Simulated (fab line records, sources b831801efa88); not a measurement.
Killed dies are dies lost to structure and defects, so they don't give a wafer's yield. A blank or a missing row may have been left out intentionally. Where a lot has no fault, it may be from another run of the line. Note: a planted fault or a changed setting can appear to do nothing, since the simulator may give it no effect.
fab line records	flow gf180mcu
record lots=5	wafers=15	last-day=34
route steps=602 shown TOP_METAL@568 PASSIVATION@587
lots untouched by any fault: they come from a run of this same line in which no faults occurred
start-h: hours from the record's first day to the start of the lot's first wafer shown	wait-h: hours elapsed since this lot's preceding step	" the same as in the row above	L1.1+2: one row covering several wafers at once	- value missing, or start not given	* or withheld: withheld	< > ~ a bound
route shown NAME@n: names a module that has steps shown in the file, with the first one's number in the route	usual: mean/standard deviation taken from wafers without a fault	same: alike in all rows	chamber/n: place in a boat	sites: the reading at each site	_std_site: standard deviation of those values	_edge_site: mean of outer sites minus mean of inner sites	radius-mm: for every site, how far away it sits from the centre of the wafer	mask NAME#n: copy n	behind: the last tool/chamber to shape the wafer	hold: the reason the lot was held/the length of the hold in hours/how it ended	device: the n, p or np transistor that did not switch	end of line: the same wafers' tests at the end of the route	a step given without rows: its recipe and nothing more	killed: dies that structure and defects cost at the first sort, which is not the same as the wafer's yield	map: dies across one wafer; x = killed, . = not, _ = none there
set.NAME: the setting that was run; set.NAME@STEP: the one run at that earlier step	model.NAME: the simulator's own value behind a step, which no gauge read
lots at some steps of the route; a table a step, a row a wafer
services: when a tool's chamber went out of use (start-h, in hours from the record's first day, below 0 if earlier), for how many hours, and the reason
## steps
# step GF_TOP_METAL_SPUTTER_01
# recipe material=TiN	target-thk-nm=30	power-w=6500	time-s=25	chamber-pressure-pa=0.4
# usual throttle-valve-pct=30.3/0.72
lot.wafer	tool	chamber	start-h	wait-h	throttle-valve-pct
L076.2	pvd-sputter-03	-	649.92	0.1	29.5
L076.5	"	-	"	"	29.5
L076.6	"	-	"	"	30.1
L077.3	pvd-sputter-04	-	653.17	0.1	29.8
L077.5	"	-	"	"	30.8
L077.6	"	-	"	"	30.3
L086.4	pvd-sputter-02	-	721.35	0.1	31.5
L086.5	"	-	"	"	31.3
L086.6	"	-	"	"	30.6
L095.2	pvd-sputter-03	-	772.67	0.1	30.3
L095.4	"	-	"	"	29.4
L095.5	"	-	"	"	29.4
L096.4	pvd-sputter-04	-	779.71	0.1	29.9
L096.5	"	-	"	"	30.4
L096.6	"	-	"	"	29.9
# step GF_TOP_METAL_SPUTTER_02
# recipe material=AlCu	target-thk-nm=900	power-w=10600	chamber-pressure-pa=0.3	substrate-temp-c=250	gas=Ar	time-s=47.82
# usual throttle-valve-pct=30.3/0.71
lot.wafer	tool	chamber	start-h	wait-h	throttle-valve-pct
L076.2	pvd-sputter-03	-	649.95	0.0	29.0
L076.5	"	-	"	"	29.4
L076.6	"	-	"	"	30.1
L077.3	pvd-sputter-04	-	653.20	0.0	29.7
L077.5	"	-	"	"	31.1
L077.6	"	-	"	"	30.1
L086.4	pvd-sputter-02	-	721.38	0.0	31.2
L086.5	"	-	"	"	31.3
L086.6	"	-	"	"	30.6
L095.2	pvd-sputter-03	-	772.70	0.0	30.2
L095.4	"	-	"	"	29.3
L095.5	"	-	"	"	29.5
L096.4	pvd-sputter-04	-	779.74	0.0	29.9
L096.5	"	-	"	"	30.7
L096.6	"	-	"	"	30.2
# step GF_TOP_METAL_SPUTTER_03
# recipe material=Ti	target-thk-nm=5	substrate-temp-c=300	chamber-pressure-pa=0.3	power-w=3000	time-s=3.3
# usual throttle-valve-pct=30.3/0.73
lot.wafer	tool	chamber	start-h	wait-h	throttle-valve-pct
L076.2	pvd-sputter-03	-	650.00	0.0	29.5
L076.5	"	-	"	"	29.4
L076.6	"	-	"	"	30.2
L077.3	pvd-sputter-04	-	653.25	0.0	29.9
L077.5	"	-	"	"	30.8
L077.6	"	-	"	"	30.0
L086.4	pvd-sputter-02	-	721.42	0.0	31.0
L086.5	"	-	"	"	31.3
L086.6	"	-	"	"	30.7
L095.2	pvd-sputter-03	-	772.75	0.0	30.2
L095.4	"	-	"	"	29.4
L095.5	"	-	"	"	29.6
L096.4	pvd-sputter-04	-	779.79	0.0	29.8
L096.5	"	-	"	"	30.4
L096.6	"	-	"	"	29.7
# step GF_TOP_METAL_SPUTTER_04
# recipe material=TiN	target-thk-nm=25	power-w=6500	time-s=20.8	chamber-pressure-pa=0.4085
# usual throttle-valve-pct=30.4/0.72
lot.wafer	tool	chamber	start-h	wait-h	throttle-valve-pct
L076.2	pvd-sputter-03	-	650.01	0.0	29.2
L076.5	"	-	"	"	29.4
L076.6	"	-	"	"	30.2
L077.3	pvd-sputter-04	-	653.26	0.0	29.8
L077.5	"	-	"	"	30.9
L077.6	"	-	"	"	30.2
L086.4	pvd-sputter-02	-	721.44	0.0	31.1
L086.5	"	-	"	"	31.6
L086.6	"	-	"	"	30.6
L095.2	pvd-sputter-03	-	772.76	0.0	30.4
L095.4	"	-	"	"	29.2
L095.5	"	-	"	"	29.3
L096.4	pvd-sputter-04	-	779.81	0.0	29.9
L096.5	"	-	"	"	30.9
L096.6	"	-	"	"	29.6
# step GF_TOP_METAL_RS_MEAS_05
# recipe thk-meas-gauge=four-point-probe	reads=TiN_of_TOP_METAL_SPUTTER_04+Ti_of_TOP_METAL_SPUTTER_03+AlCu_of_TOP_METAL_SPUTTER_02+TiN_of_TOP_METAL_SPUTTER_01+Ti_of_TOP_METAL_SPUTTER_00
# usual TOP_METAL_ALCU_RS=0.0328/0.00034
lot.wafer	tool	chamber	start-h	wait-h	TOP_METAL_ALCU_RS[ohm/sq]
L076.2	film-metro-01	-	650.06	0.0	0.0327
L076.5	"	-	"	"	0.0330
L076.6	"	-	"	"	0.0331
L077.3	film-metro-04	-	653.33	0.1	0.0330
L077.5	"	-	"	"	0.0334
L077.6	"	-	"	"	0.0329
L086.4	film-metro-03	-	721.53	0.1	0.0335
L086.5	"	-	"	"	0.0336
L086.6	"	-	"	"	0.0329
L095.2	film-metro-03	-	772.81	0.0	0.0329
L095.4	"	-	"	"	0.0328
L095.5	"	-	"	"	0.0330
L096.4	film-metro-01	-	779.89	0.1	0.0330
L096.5	"	-	"	"	0.0323
L096.6	"	-	"	"	0.0331
# step GF_TOP_METAL_THK_MEAS_06
# recipe thk-meas-gauge=xrf	reads=AlCu_of_TOP_METAL_SPUTTER_02
# usual TOP_METAL_ALCU_THK=911/10
lot.wafer	tool	chamber	start-h	wait-h	TOP_METAL_ALCU_THK[nm]
L076.2	film-metro-01	-	650.17	0.1	916
L076.5	"	-	"	"	910
L076.6	"	-	"	"	905
L077.3	film-metro-04	-	653.43	0.1	911
L077.5	"	-	"	"	902
L077.6	"	-	"	"	915
L086.4	film-metro-03	-	721.62	0.1	883
L086.5	"	-	"	"	882
L086.6	"	-	"	"	900
L095.2	film-metro-03	-	772.92	0.1	908
L095.4	"	-	"	"	908
L095.5	"	-	"	"	897
L096.4	film-metro-01	-	779.98	0.1	904
L096.5	"	-	"	"	931
L096.6	"	-	"	"	904
# step GF_TOP_METAL_DEHYDRATE_07
# recipe temp-c=200	time-s=60
lot.wafer	tool	chamber	start-h	wait-h
L076.2+5+6	litho-track-02	0	659.27	9.1
L077.3+5+6	litho-track-01	0	662.27	8.8
L086.4+5+6	litho-track-04	0	730.52	8.9
L095.2+4+5	litho-track-04	0	780.82	7.9
L096.4+5+6	litho-track-01	0	787.24	7.2
# step GF_TOP_METAL_HMDS_08
# recipe prime-time-s=60	prime-temp-c=120
lot.wafer	tool	chamber	start-h	wait-h
L076.2+5+6	litho-track-02	0	659.42	0.1
L077.3+5+6	litho-track-01	0	662.42	0.1
L086.4+5+6	litho-track-04	0	730.67	0.1
L095.2+4+5	litho-track-04	0	780.97	0.1
L096.4+5+6	litho-track-01	0	787.39	0.1
# step GF_TOP_METAL_COAT_09
# recipe resist=NOVOLAK	spin-rpm=3000	resist-thk-nm=1500
lot.wafer	tool	chamber	start-h	wait-h
L076.2+5+6	litho-track-02	0	659.57	0.1
L077.3+5+6	litho-track-01	0	662.57	0.1
L086.4+5+6	litho-track-04	0	730.82	0.1
L095.2+4+5	litho-track-04	0	781.12	0.1
L096.4+5+6	litho-track-01	0	787.54	0.1
# step GF_TOP_METAL_SOFTBAKE_10
# recipe temp-c=90	time-s=60	resist=NOVOLAK
lot.wafer	tool	chamber	start-h	wait-h
L076.2+5+6	litho-track-02	0	659.72	0.1
L077.3+5+6	litho-track-01	0	662.72	0.1
L086.4+5+6	litho-track-04	0	730.97	0.1
L095.2+4+5	litho-track-04	0	781.27	0.1
L096.4+5+6	litho-track-01	0	787.69	0.1
# step GF_TOP_METAL_EXPOSE_11
# recipe mask-id=MetalTop	target-cd-nm=440	na=0.6	source-shape=conventional	sigma-outer=0.6	dose-mj=170
# usual exposure-dose-mJ-cm2=170.03/0.15
lot.wafer	tool	chamber	start-h	wait-h	mask	exposure-dose-mJ-cm2
L076.2	iline-stepper-01	0	-	-	MetalTop#0	170.03
L076.5	"	0	"	"	MetalTop#0	170.19
L076.6	"	0	"	"	MetalTop#0	169.98
L077.3	iline-stepper-01	0	-	-	MetalTop#0	170.03
L077.5	"	0	"	"	MetalTop#0	170.31
L077.6	"	0	"	"	MetalTop#0	170.14
L086.4	iline-stepper-02	0	-	-	MetalTop#0	169.97
L086.5	"	0	"	"	MetalTop#0	169.97
L086.6	"	0	"	"	MetalTop#0	170.06
L095.2	iline-stepper-01	0	-	-	MetalTop#0	170.20
L095.4	"	0	"	"	MetalTop#0	170.04
L095.5	"	0	"	"	MetalTop#0	170.03
L096.4	iline-stepper-02	0	-	-	MetalTop#0	169.91
L096.5	"	0	"	"	MetalTop#0	169.92
L096.6	"	0	"	"	MetalTop#0	169.87
# step GF_TOP_METAL_PEB_12
# recipe temp-c=withheld	time-s=*	resist=NOVOLAK
lot.wafer	tool	chamber	start-h	wait-h
L076.2+5+6	litho-track-04	0	-	-
L077.3+5+6	litho-track-02	0	-	-
L086.4+5+6	litho-track-02	0	-	-
L095.2+4+5	litho-track-01	0	-	-
L096.4+5+6	litho-track-01	0	-	-
# step GF_TOP_METAL_DEVELOP_13
# recipe develop-time-s=60	dev-temp-c=23
# usual developer-temp-C=23.00/0.091
lot.wafer	tool	chamber	start-h	wait-h	developer-temp-C
L076.2	litho-track-04	0	670.27	0.1	22.95
L076.5	"	0	"	"	22.92
L076.6	"	0	"	"	22.91
L077.3	litho-track-02	0	672.15	0.1	23.00
L077.5	"	0	"	"	23.02
L077.6	"	0	"	"	22.89
L086.4	litho-track-02	0	738.67	0.1	23.06
L086.5	"	0	"	"	23.05
L086.6	"	0	"	"	23.01
L095.2	litho-track-01	0	788.29	0.1	23.07
L095.4	"	0	"	"	23.10
L095.5	"	0	"	"	23.08
L096.4	litho-track-01	0	794.89	0.1	22.91
L096.5	"	0	"	"	23.08
L096.6	"	0	"	"	22.94
# step GF_TOP_METAL_CD_MEAS_14
# recipe target-cd-nm=440
# usual cd-nm=439.8/1.9
lot.wafer	tool	chamber	start-h	wait-h	cd-nm
L076.2	cd-sem-02	-	670.42	0.1	440.4
L076.5	"	-	"	"	441.6
L076.6	"	-	"	"	441.7
L077.3	cd-sem-02	-	672.29	0.1	436.5
L077.5	"	-	"	"	441.1
L077.6	"	-	"	"	437.5
L086.4	cd-sem-02	-	738.81	0.1	439.3
L086.5	"	-	"	"	441.8
L086.6	"	-	"	"	440.8
L095.2	cd-sem-02	-	788.44	0.1	438.9
L095.4	"	-	"	"	438.4
L095.5	"	-	"	"	438.9
L096.4	cd-sem-02	-	795.03	0.1	438.9
L096.5	"	-	"	"	437.4
L096.6	"	-	"	"	437.8
# step GF_TOP_METAL_OVL_MEAS_15
# usual TOP_METAL_OVL=1.8/1.4
lot.wafer	tool	chamber	start-h	wait-h	TOP_METAL_OVL[nm]
L076.2	overlay-01	-	670.53	0.1	2.7
L076.5	"	-	"	"	2.9
L076.6	"	-	"	"	1.8
L077.3	overlay-02	-	672.38	0.1	1.5
L077.5	"	-	"	"	2.9
L077.6	"	-	"	"	1.0
L086.4	overlay-02	-	738.88	0.1	1.1
L086.5	"	-	"	"	0.8
L086.6	"	-	"	"	0.2
L095.2	overlay-02	-	788.54	0.1	1.7
L095.4	"	-	"	"	1.8
L095.5	"	-	"	"	2.3
L096.4	overlay-02	-	795.11	0.1	-0.9
L096.5	"	-	"	"	0.1
L096.6	"	-	"	"	-0.7
# step GF_TOP_METAL_METAL_ETCH_16
# recipe chemistry=Cl2/BCl3	mask-material=NOVOLAK	target-depth-nm=1197	stop-on=SiO2	pressure-mtorr=8	icp-w=800	bias-w=140	Cl2_flow_sccm=80	bcl3-flow-sccm=40	time-s=199.5
# usual drypump-motor-current-A=5.8/0.43	oes-product-au=0.991/0.0056	throttle-valve-pct=28.230/0.0095
lot.wafer	tool	chamber	start-h	wait-h	drypump-motor-current-A	oes-product-au	rf-hours-counter-h	throttle-valve-pct
L076.2	rie-metal-04	1	670.56	0.0	5.4	0.986	4	28.232
L076.5	"	1	"	"	5.3	0.993	-	28.239
L076.6	"	0	"	"	5.9	0.998	-	28.242
L077.3	rie-metal-02	0	672.47	0.1	6.5	0.990	-	28.242
L077.5	"	0	"	"	6.5	1.000	-	28.221
L077.6	"	1	"	"	5.5	0.997	-	28.226
L086.4	rie-metal-02	1	738.96	0.1	5.5	0.997	-	28.231
L086.5	"	1	"	"	5.4	0.997	-	28.234
L086.6	"	0	"	"	6.5	0.989	-	28.222
L095.2	rie-metal-04	1	788.57	0.0	5.3	0.979	10	28.231
L095.4	"	1	"	"	5.3	0.989	-	28.224
L095.5	"	0	"	"	5.8	0.987	-	28.217
L096.4	rie-metal-04	0	795.19	0.1	5.9	0.990	-	28.238
L096.5	"	0	"	"	5.8	0.991	-	28.234
L096.6	"	1	"	"	5.4	0.987	-	28.236
# step GF_TOP_METAL_STRIP_17
# recipe chemistry=O2/N2	power-w=1400	pressure-mtorr=1500	platen-temp-c=250	o2-flow-sccm=3000	n2-flow-sccm=300	overash-fraction=0.5
# usual drypump-motor-current-A=5.7/0.31	heater-power-w=339/28	oes-product-au=0.710/0.0052	strip-time-to-endpoint-s=12.89/0.076
lot.wafer	tool	chamber	start-h	wait-h	drypump-motor-current-A	heater-power-w	oes-product-au	rf-hours-counter-h	strip-time-to-endpoint-s
L076.2	plasma-asher-02	1	670.75	0.1	5.4	336	0.708	26	12.87
L076.5	"	0	"	"	6.2	309	0.708	-	12.94
L076.6	"	1	"	"	5.3	331	0.714	-	12.87
L077.3	plasma-asher-02	0	672.69	0.2	6.2	303	0.706	-	13.00
L077.5	"	0	"	"	6.2	301	0.719	-	13.03
L077.6	"	1	"	"	5.3	329	0.708	-	12.87
L086.4	plasma-asher-02	0	739.13	0.1	6.2	306	0.702	-	12.80
L086.5	"	0	"	"	6.2	301	0.709	-	12.82
L086.6	"	1	"	"	5.4	339	0.711	-	12.95
L095.2	plasma-asher-01	1	788.77	0.1	6.1	393	0.700	72	13.00
L095.4	"	0	"	"	5.6	321	0.708	-	12.97
L095.5	"	1	"	"	6.1	392	0.708	-	12.91
L096.4	plasma-asher-04	0	795.35	0.1	5.5	376	0.715	-	12.92
L096.5	"	1	"	"	5.4	327	0.709	-	12.99
L096.6	"	0	"	"	5.5	371	0.708	-	12.97
# step GF_TOP_METAL_STRIP_18
# recipe chemistry=post-etch-residue-remover	time-s=1200	temp-c=72.5
lot.wafer	tool	chamber	start-h	wait-h
L076.2+5+6	wet-bench-02	1	670.85	0.1
L077.3+5+6	wet-bench-01	3	672.76	0.0
L086.4+5+6	wet-bench-01	2	739.19	0.0
L095.2+4+5	wet-bench-03	2	788.87	0.1
L096.4+5+6	wet-bench-03	1	795.42	0.0
# step GF_TOP_METAL_CLEAN_19
# recipe chemistry=DIW	dry=n2-spin
lot.wafer	tool	chamber	start-h	wait-h
L076.2+5+6	wet-bench-03	1	671.19	0.0
L077.3+5+6	wet-bench-02	0	673.10	0.0
L086.4+5+6	wet-bench-03	2	739.53	0.0
L095.2+4+5	wet-bench-03	2	789.21	0.0
L096.4+5+6	wet-bench-01	0	796.16	0.0
# step GF_PASSIVATION_CVD_00
# recipe material=SiO2	target-thk-nm=1000	precursor=TEOS	temp-c=400	time-s=111.95	rf-w=600
# usual heater-power-w=688/83
lot.wafer	tool	chamber	start-h	wait-h	heater-power-w
L076.2	pecvd-02	0	671.28	0.0	769
L076.5	"	2	"	"	693
L076.6	"	1	"	"	653
L077.3	pecvd-03	2	673.19	0.0	556
L077.5	"	1	"	"	781
L077.6	"	2	"	"	618
L086.4	pecvd-02	2	739.67	0.0	671
L086.5	"	1	"	"	680
L086.6	"	0	"	"	752
L095.2	pecvd-03	2	789.31	0.0	566
L095.4	"	2	"	"	638
L095.5	"	0	"	"	915
L096.4	pecvd-02	2	796.29	0.0	561
L096.5	"	0	"	"	781
L096.6	"	2	"	"	629
# step GF_PASSIVATION_THK_MEAS_01
# recipe reads=SiO2_of_PASSIVATION_CVD_00
# usual PASSIVATION_CVD_00_THK=1004/12
lot.wafer	tool	chamber	start-h	wait-h	PASSIVATION_CVD_00_THK[nm]
L076.2	film-metro-03	-	671.37	0.0	999
L076.5	"	-	"	"	1021
L076.6	"	-	"	"	1027
L077.3	film-metro-01	-	673.29	0.1	1001
L077.5	"	-	"	"	1015
L077.6	"	-	"	"	1015
L086.4	film-metro-03	-	739.73	0.0	1009
L086.5	"	-	"	"	1017
L086.6	"	-	"	"	1002
L095.2	film-metro-01	-	789.40	0.0	1000
L095.4	"	-	"	"	1005
L095.5	"	-	"	"	1004
L096.4	film-metro-01	-	796.40	0.1	993
L096.5	"	-	"	"	986
L096.6	"	-	"	"	997
# step GF_PASSIVATION_CVD_02
# recipe material=Si3N4	target-thk-nm=700	time-s=486.18	temp-c=400	rf-w=450
# usual heater-power-w=751/83
lot.wafer	tool	chamber	start-h	wait-h	heater-power-w
L076.2	pecvd-03	1	671.42	0.0	779
L076.5	"	1	"	"	830
L076.6	"	0	"	"	784
L077.3	pecvd-01	1	673.33	0.0	726
L077.5	"	2	"	"	673
L077.6	"	1	"	"	762
L086.4	pecvd-01	2	739.91	0.2	792
L086.5	"	1	"	"	673
L086.6	"	0	"	"	735
L095.2	pecvd-01	0	789.45	0.0	661
L095.4	"	0	"	"	714
L095.5	"	1	"	"	796
L096.4	pecvd-03	1	796.57	0.2	805
L096.5	"	0	"	"	882
L096.6	"	2	"	"	678
# step GF_PASSIVATION_THK_MEAS_03
# recipe reads=Si3N4_of_PASSIVATION_CVD_02
# usual PASSIVATION_CVD_02_THK=700/10
lot.wafer	tool	chamber	start-h	wait-h	PASSIVATION_CVD_02_THK[nm]
L076.2	film-metro-03	-	671.86	0.3	690
L076.5	"	-	"	"	698
L076.6	"	-	"	"	701
L077.3	film-metro-01	-	673.63	0.2	701
L077.5	"	-	"	"	712
L077.6	"	-	"	"	706
L086.4	film-metro-01	-	740.08	0.0	710
L086.5	"	-	"	"	712
L086.6	"	-	"	"	716
L095.2	film-metro-02	-	789.74	0.2	708
L095.4	"	-	"	"	718
L095.5	"	-	"	"	719
L096.4	film-metro-02	-	796.75	0.0	690
L096.5	"	-	"	"	689
L096.6	"	-	"	"	689
# step GF_PASSIVATION_DEHYDRATE_04
# recipe temp-c=200	time-s=60
lot.wafer	tool	chamber	start-h	wait-h
L076.2+5+6	litho-track-03	0	679.53	7.7
L077.3+5+6	litho-track-04	0	682.95	9.3
L086.4+5+6	litho-track-02	0	748.77	8.7
L095.2+4+5	litho-track-02	0	797.07	7.3
L096.4+5+6	litho-track-02	0	803.62	6.9
# step GF_PASSIVATION_HMDS_05
# recipe prime-time-s=60	prime-temp-c=120
lot.wafer	tool	chamber	start-h	wait-h
L076.2+5+6	litho-track-03	0	679.68	0.1
L077.3+5+6	litho-track-04	0	683.10	0.1
L086.4+5+6	litho-track-02	0	748.92	0.1
L095.2+4+5	litho-track-02	0	797.22	0.1
L096.4+5+6	litho-track-02	0	803.77	0.1
# step GF_PASSIVATION_COAT_06
# recipe spin-rpm=2014	resist-thk-nm=4000
lot.wafer	tool	chamber	start-h	wait-h
L076.2+5+6	litho-track-03	0	679.83	0.1
L077.3+5+6	litho-track-04	0	683.25	0.1
L086.4+5+6	litho-track-02	0	749.07	0.1
L095.2+4+5	litho-track-02	0	797.37	0.1
L096.4+5+6	litho-track-02	0	803.92	0.1
# step GF_PASSIVATION_SOFTBAKE_07
# recipe temp-c=110	time-s=withheld
lot.wafer	tool	chamber	start-h	wait-h
L076.2+5+6	litho-track-03	0	679.99	0.1
L077.3+5+6	litho-track-04	0	683.42	0.1
L086.4+5+6	litho-track-02	0	749.24	0.1
L095.2+4+5	litho-track-02	0	797.53	0.1
L096.4+5+6	litho-track-02	0	804.09	0.1
# step GF_PASSIVATION_EXPOSE_08
# recipe mask-id=Pad	target-cd-nm=40000	na=0.57	dose-mj=310
# usual exposure-dose-mJ-cm2=310.0/0.35
lot.wafer	tool	chamber	start-h	wait-h	mask	exposure-dose-mJ-cm2
L076.2	iline-stepper-02	0	-	-	Pad#0	310.5
L076.5	"	0	"	"	Pad#0	310.1
L076.6	"	0	"	"	Pad#0	310.2
L077.3	iline-stepper-02	0	-	-	Pad#0	310.2
L077.5	"	0	"	"	Pad#0	310.3
L077.6	"	0	"	"	Pad#0	310.5
L086.4	iline-stepper-02	0	-	-	Pad#0	309.7
L086.5	"	0	"	"	Pad#0	309.9
L086.6	"	0	"	"	Pad#0	310.0
L095.2	iline-stepper-01	0	-	-	Pad#0	310.2
L095.4	"	0	"	"	Pad#0	310.5
L095.5	"	0	"	"	Pad#0	310.1
L096.4	iline-stepper-01	0	-	-	Pad#0	310.2
L096.5	"	0	"	"	Pad#0	310.3
L096.6	"	0	"	"	Pad#0	310.0
# step GF_PASSIVATION_PEB_09
# recipe temp-c=115	time-s=withheld
lot.wafer	tool	chamber	start-h	wait-h
L076.2+5+6	litho-track-03	0	-	-
L077.3+5+6	litho-track-02	0	-	-
L086.4+5+6	litho-track-02	0	-	-
L095.2+4+5	litho-track-03	0	-	-
L096.4+5+6	litho-track-03	0	-	-
# step GF_PASSIVATION_DEVELOP_10
# recipe develop-time-s=60	dev-temp-c=23
# usual developer-temp-C=23.00/0.1
lot.wafer	tool	chamber	start-h	wait-h	developer-temp-C
L076.2	litho-track-03	0	-	-	23.10
L076.5	"	0	"	"	22.81
L076.6	"	0	"	"	22.96
L077.3	litho-track-02	0	-	-	23.10
L077.5	"	0	"	"	22.98
L077.6	"	0	"	"	23.06
L086.4	litho-track-02	0	-	-	22.94
L086.5	"	0	"	"	22.89
L086.6	"	0	"	"	22.90
L095.2	litho-track-03	0	-	-	22.80
L095.4	"	0	"	"	22.89
L095.5	"	0	"	"	22.87
L096.4	litho-track-03	0	-	-	23.06
L096.5	"	0	"	"	23.03
L096.6	"	0	"	"	23.05
# step GF_PASSIVATION_ETCH_11
# recipe chemistry=CF4/O2	target-depth-nm=2040	stop-on=TiN	source-w=791.6	bias-w=150	pressure-mtorr=150	cf4-flow-sccm=80	O2_flow_sccm=10	time-s=453.3
# usual O2_flow_sccm=10.000/0.03	drypump-motor-current-A=5.7/0.45	oes-product-au=0.985/0.0075	throttle-valve-pct=5.967/0.0084
lot.wafer	tool	chamber	start-h	wait-h	O2_flow_sccm	drypump-motor-current-A	oes-product-au	rf-hours-counter-h	throttle-valve-pct
L076.2	rie-diel-03	2	690.21	-	9.963	5.8	0.985	2	5.958
L076.5	"	2	"	"	10.011	5.8	0.978	-	5.966
L076.6	"	1	"	"	10.000	6.3	0.972	-	5.974
L077.3	rie-diel-04	2	692.65	-	9.966	6.0	0.983	8	5.973
L077.5	"	2	"	"	10.046	6.0	0.988	-	5.969
L077.6	"	1	"	"	9.986	5.3	0.987	-	5.974
L086.4	rie-diel-04	0	756.54	-	9.952	6.1	0.991	30	5.955
L086.5	"	0	"	"	10.027	6.1	0.979	-	5.983
L086.6	"	3	"	"	9.943	5.1	0.984	-	5.961
L095.2	rie-diel-03	2	805.05	-	9.998	5.8	0.987	9	5.965
L095.4	"	1	"	"	10.006	6.3	0.974	2	5.963
L095.5	"	0	"	"	10.029	5.3	0.977	-	5.969
L096.4	rie-diel-03	1	811.00	-	10.018	6.3	0.974	2	5.969
L096.5	"	3	"	"	10.030	6.1	0.994	-	5.960
L096.6	"	0	"	"	9.989	5.3	0.992	-	5.963
# step GF_PASSIVATION_STRIP_12
# recipe chemistry=O2/N2	power-w=1400	pressure-mtorr=1500	platen-temp-c=250	o2-flow-sccm=3000	n2-flow-sccm=300	overash-fraction=0.5
# usual drypump-motor-current-A=5.6/0.35	heater-power-w=344/25	oes-product-au=0.719/0.0044	strip-time-to-endpoint-s=32.91/0.26
lot.wafer	tool	chamber	start-h	wait-h	drypump-motor-current-A	heater-power-w	oes-product-au	rf-hours-counter-h	strip-time-to-endpoint-s
L076.2	plasma-asher-03	1	690.47	0.1	5.3	381	0.718	89	33.12
L076.5	"	0	"	"	5.9	362	0.727	-	33.17
L076.6	"	1	"	"	5.3	372	0.717	-	33.47
L077.3	plasma-asher-02	1	692.95	0.2	5.4	335	0.726	-	33.04
L077.5	"	0	"	"	6.1	309	0.713	-	32.81
L077.6	"	1	"	"	5.4	331	0.717	-	32.72
L086.4	plasma-asher-04	0	756.85	0.2	5.5	371	0.724	-	32.65
L086.5	"	0	"	"	5.5	373	0.719	-	32.84
L086.6	"	1	"	"	5.4	338	0.718	-	32.48
L095.2	plasma-asher-04	1	805.32	0.1	5.4	321	0.717	7	32.82
L095.4	"	1	"	"	5.4	339	0.720	-	33.01
L095.5	"	0	"	"	5.5	364	0.721	-	32.62
L096.4	plasma-asher-04	0	811.31	0.2	5.5	381	0.718	-	33.32
L096.5	"	0	"	"	5.5	364	0.721	-	33.23
L096.6	"	1	"	"	5.4	333	0.722	-	33.05
# step GF_PASSIVATION_ANNEAL_13
# recipe temp-c=400	time-s=1800	ambient=N2/H2	idle-temp-c=300	ramp-up-c-per-min=10	ramp-down-c-per-min=3
# usual zone-power-centre-pct=4.91/0.24
lot.wafer	tool	chamber	start-h	wait-h	zone-power-centre-pct
L076.2	furnace-01	0	690.57	0.1	5.18
L076.5	"	0	"	"	5.23
L076.6	"	0	"	"	5.19
L077.3	furnace-02	0	693.01	0.0	4.59
L077.5	"	0	"	"	4.59
L077.6	"	0	"	"	4.62
L086.4	furnace-01	0	756.91	0.0	5.09
L086.5	"	0	"	"	5.17
L086.6	"	0	"	"	5.24
L095.2	furnace-01	0	805.42	0.1	5.13
L095.4	"	0	"	"	5.20
L095.5	"	0	"	"	5.11
L096.4	furnace-01	0	811.37	0.0	5.13
L096.5	"	0	"	"	5.11
L096.6	"	0	"	"	5.15
# step GF_PASSIVATION_BOW_MEAS_14
# recipe mode=bow
# usual PASSIVATION_BOW=140/9.9
lot.wafer	tool	chamber	start-h	wait-h	PASSIVATION_BOW[um]
L076.2	film-metro-02	-	692.09	0.0	141
L076.5	"	-	"	"	133
L076.6	"	-	"	"	135
L077.3	film-metro-03	-	694.55	0.0	166
L077.5	"	-	"	"	153
L077.6	"	-	"	"	154
L086.4	film-metro-01	-	758.47	0.1	132
L086.5	"	-	"	"	134
L086.6	"	-	"	"	130
L095.2	film-metro-01	-	806.94	0.0	134
L095.4	"	-	"	"	141
L095.5	"	-	"	"	136
L096.4	film-metro-03	-	812.93	0.1	149
L096.5	"	-	"	"	142
L096.6	"	-	"	"	149
## services
tool	chamber	start-h	hours	kind
pecvd-01	1	630.12	23.4	repair
pvd-sputter-03	-	638.76	1.8	repair
plasma-asher-04	-	651.67	27.8	pm
plasma-asher-02	-	652.46	2.8	pm
pvd-sputter-02	-	655.99	6.3	repair
pecvd-03	2	667.24	5.9	repair
wet-bench-03	-	679.78	1.7	repair
iline-stepper-01	-	681.21	4.1	repair
rie-metal-04	0	685.35	8.5	repair
pvd-sputter-03	-	688.55	3.1	repair
pecvd-02	-	690.57	1.7	repair
pecvd-01	-	690.96	1.5	repair
pecvd-02	1	692.36	4.8	repair
iline-stepper-01	-	699.05	3.1	repair
pecvd-03	-	703.18	0.6	repair
wet-bench-01	-	712.33	4.4	pm
iline-stepper-01	-	714.20	1.7	pm
plasma-asher-04	-	726.14	3.1	repair
plasma-asher-04	-	733.75	9.0	pm
iline-stepper-02	-	738.92	1.7	pm
pvd-sputter-03	-	748.09	1.9	repair
iline-stepper-02	-	753.05	1.3	repair
furnace-01	-	769.10	3.3	pm
iline-stepper-01	-	784.54	4.3	pm
## key
fault none
